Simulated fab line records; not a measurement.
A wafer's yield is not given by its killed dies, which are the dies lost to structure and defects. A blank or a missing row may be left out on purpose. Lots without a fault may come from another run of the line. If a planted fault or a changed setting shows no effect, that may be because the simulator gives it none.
Chamber matching / flow gf180mcu / GF_V1_CMP_04 on cmp-02 has 4 sister chambers
The step polishes SiO2. 8 wafers are shown with their chamber, then 7 later ones without.

WAFERS WITH THEIR CHAMBER
wafer=L735.1; chamber=0; motor current A (A)=10.6; time to endpoint s (s)=83
wafer=L735.4; chamber=3; motor current A (A)=11.2; time to endpoint s (s)=77
wafer=L735.6; chamber=1; motor current A (A)=11.2; time to endpoint s (s)=86
wafer=L739.1; chamber=2; motor current A (A)=10.3; time to endpoint s (s)=78
wafer=L739.3; chamber=0; motor current A (A)=10.6; time to endpoint s (s)=89
wafer=L739.5; chamber=1; motor current A (A)=11.6; time to endpoint s (s)=92
wafer=L740.2; chamber=2; motor current A (A)=10.3; time to endpoint s (s)=75
wafer=L740.4; chamber=3; motor current A (A)=11.5; time to endpoint s (s)=85

WAFERS MISSING THEIR CHAMBER
wafer=L740.5; motor current A (A)=11.0; time to endpoint s (s)=98
wafer=L742.3; motor current A (A)=10.9; time to endpoint s (s)=78
wafer=L742.4; motor current A (A)=10.0; time to endpoint s (s)=77
wafer=L742.6; motor current A (A)=10.5; time to endpoint s (s)=85
wafer=L754.2; motor current A (A)=10.9; time to endpoint s (s)=79
wafer=L754.3; motor current A (A)=10.4; time to endpoint s (s)=80
wafer=L754.4; motor current A (A)=9.8; time to endpoint s (s)=83

WHICH CHAMBER EACH WENT THROUGH
wafer=L740.5; from the rows above=can't be placed: 1 or 0 or 3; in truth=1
wafer=L742.3; from the rows above=can't be placed: 0 or 3 or 2 or 1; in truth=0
wafer=L742.4; from the rows above=2; in truth=2
wafer=L742.6; from the rows above=can't be placed: 0 or 2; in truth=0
wafer=L754.2; from the rows above=can't be placed: 0 or 3 or 2 or 1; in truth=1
wafer=L754.3; from the rows above=can't be placed: 2 or 0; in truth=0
wafer=L754.4; from the rows above=can't be placed: 2 or 0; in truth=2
Placed correctly: 1 of 7. Can't be placed from these rows: 6 (the true chamber is among the candidates in 6). 0 placed wrongly.
How it was worked out, from the rows above alone: a wafer's distance from a chamber is the root of the sum, over the readings, of the square of ((its reading less the chamber's mean) divided by the reading's scatter). If the next closest chamber is less than 2 further off than the closest, the wafer can't be placed; otherwise it belongs to the closest. Each chamber's mean is taken over the wafers shown for it. The scatter is the square root of a quotient: the sum, over the shown wafers, of each reading's squared deviation from its chamber's mean, divided by wafers minus chambers.
